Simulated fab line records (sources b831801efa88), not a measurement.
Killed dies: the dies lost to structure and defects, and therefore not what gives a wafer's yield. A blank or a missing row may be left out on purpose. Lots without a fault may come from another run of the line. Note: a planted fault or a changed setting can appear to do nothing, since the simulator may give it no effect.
A lot that was struck, set against a sound lot ; flow sfq_line ; 20 steps out of a route of 325
Sound: the wafers L699.2, L699.3, L699.5. Struck: wafers L689.1, L689.6 (left out: L689.4, a lot-mate that was not struck); the cause follows at the end.
Order at every step that has rows: each side's tool, ch and its chambers, its first start. Under that, the readings that differ: sound wafers ; struck wafers ; difference of the means ; sigmas: that difference in standard deviations of wafers without a fault.
alike: readings whose means differ by less than 2 such deviations, and words and numbers that are the same on both sides. not compared: withheld readings, readings that some wafer has no value for, bounds like >300 that may hide the same value, and numbers for which the record gives no deviation and whose values overlap.
Wherever a step has rows on one side only, a row that says differs or no value, or a row with sigmas, the two part there. Numbers that don't overlap but have no deviation are shown without sigmas and don't part them. A reading that every wafer of one side lacks parts them only if that side has two wafers or more.

first, 3 steps without rows for these wafers: SFQ_TRILAYER_I0_VIA_LITHO_EXPOSE_032 (exposes mask I0, target cd 500 nm); SFQ_TRILAYER_I0_VIA_LITHO_PEB_034 (peb time 60 s); SFQ_TRILAYER_I0_VIA_LITHO_DEVELOP_033 (time 60 s).
SFQ_I0_OVL_MEAS_908:
  sound on overlay-01, day 22 02:10; struck on overlay-01, day 18 04:30
  alike: I0_OVL
SFQ_TRILAYER_I0_VIA_BARC_OPEN_VIA_ETCH_046: etches BARC in O2, target depth 125 nm, time 41.7 s.
  sound on rie_diel-02 ch 0,1, day 22 02:11; struck on rie_diel-01 ch 3, day 18 04:32
reading;sound;struck;difference;sigmas
drypump_motor_current_A (A);4.8 5.7 4.8;6.3 6.3;+1.2;+3
  alike: oes_product_au
  not compared: rf_hours_counter_h
SFQ_TRILAYER_I0_VIA_ETCH_VIA_ETCH_034: etches SiO2 in CHF3, stops on Nb, target depth 260 nm.
  sound on rie_diel-02 ch 0,1, day 22 02:14; struck on rie_diel-01 ch 3, day 18 04:35
reading;sound;struck;difference;sigmas
drypump_motor_current_A (A);4.8 5.7 4.8;6.3 6.3;+1.2;+3
  alike: oes_product_au
SFQ_TRILAYER_I0_VIA_STRIP_STRIP_035: strips in O2.
  sound on rie_metal-01 ch 0,1, day 22 02:20; struck on rie_metal-01 ch 0,1, day 18 04:41
  alike: drypump_motor_current_A, oes_product_au
  not compared: rf_hours_counter_h
then, 2 steps without rows for these wafers: SFQ_TRILAYER_I0_VIA_STRIP_SOLV_CLEAN_036 (cleans in NMP, time 600 s); SFQ_TRILAYER_M1_DEP_PRE_CLEAN_038 (time 22.5 s).
SFQ_TRILAYER_M1_DEP_SPUTTER_037: material Nb, target thk 200 nm, time 133.3 s.
  sound on pvd_sputter-04, day 22 03:09; struck on pvd_sputter-04, day 18 05:30
  alike: throttle_valve_pct
SFQ_M1_RS_MEAS_909: the measuring method here is four-point-probe.
  sound on film_metro-02, day 22 03:16; struck on film_metro-02, day 18 05:35
reading;sound;struck;difference;sigmas
M1_NB_RS (ohm/sq);0.877 0.871 0.869;0.888 0.897;+0.020;+2
SFQ_TRILAYER_M1_LITHO_COAT_044: resist thk 62 nm.
  sound on litho_track-04 ch 0, day 22 03:28; struck on litho_track-04 ch 0, day 18 05:46
reading;sound;struck;difference;sigmas
model.BARC_of_TRILAYER_M1_LITHO_COAT_044.thk_nm (nm);61.9 61.89 61.95;64.94 64.91;+3.01;
  alike: spin_speed_rpm
then, 5 steps without rows for these wafers: SFQ_TRILAYER_M1_LITHO_COAT_039 (resist thk 600 nm); SFQ_TRILAYER_M1_LITHO_SOFTBAKE_043; SFQ_TRILAYER_M1_LITHO_EXPOSE_040 (exposes mask M1, target cd 500 nm); SFQ_TRILAYER_M1_LITHO_PEB_042 (peb time 60 s); SFQ_TRILAYER_M1_LITHO_DEVELOP_041 (time 60 s).
SFQ_M1_OVL_MEAS_911:
  sound on overlay-01, day 27 21:56; struck on overlay-01, day 18 08:01
  alike: M1_OVL
SFQ_TRILAYER_M1_BARC_OPEN_METAL_ETCH_054: etches BARC in O2, target depth 125 nm, time 41.7 s.
  sound on rie_metal-02 ch 0,1, day 27 21:58; struck on rie_metal-03 ch 1, day 18 08:03
reading;sound;struck;difference;sigmas
oes_product_au (a.u.);0.687 0.686 0.683;0.700 0.695;+0.012;+3
model.etch.depth_nm (nm);61.9 61.89 61.95;64.94 64.91;+3.01;
  alike: drypump_motor_current_A
  not compared: rf_hours_counter_h
SFQ_TRILAYER_M1_ETCH_METAL_ETCH_042: etches Nb in Cl2/Ar, stops on SiO2, target depth 240 nm, time 120 s.
  sound on rie_metal-02 ch 0,1, day 27 22:02; struck on rie_metal-03 ch 1, day 18 08:07
  alike: drypump_motor_current_A, oes_product_au
  not compared: rf_hours_counter_h

## WHERE THEY PART
Earliest at SFQ_TRILAYER_I0_VIA_BARC_OPEN_VIA_ETCH_046; latest, in this record, at SFQ_TRILAYER_M1_BARC_OPEN_METAL_ETCH_054. Later steps at which nothing parts them and some readings are alike: SFQ_TRILAYER_M1_ETCH_METAL_ETCH_042.

WHY: whatever the simulator had introduced
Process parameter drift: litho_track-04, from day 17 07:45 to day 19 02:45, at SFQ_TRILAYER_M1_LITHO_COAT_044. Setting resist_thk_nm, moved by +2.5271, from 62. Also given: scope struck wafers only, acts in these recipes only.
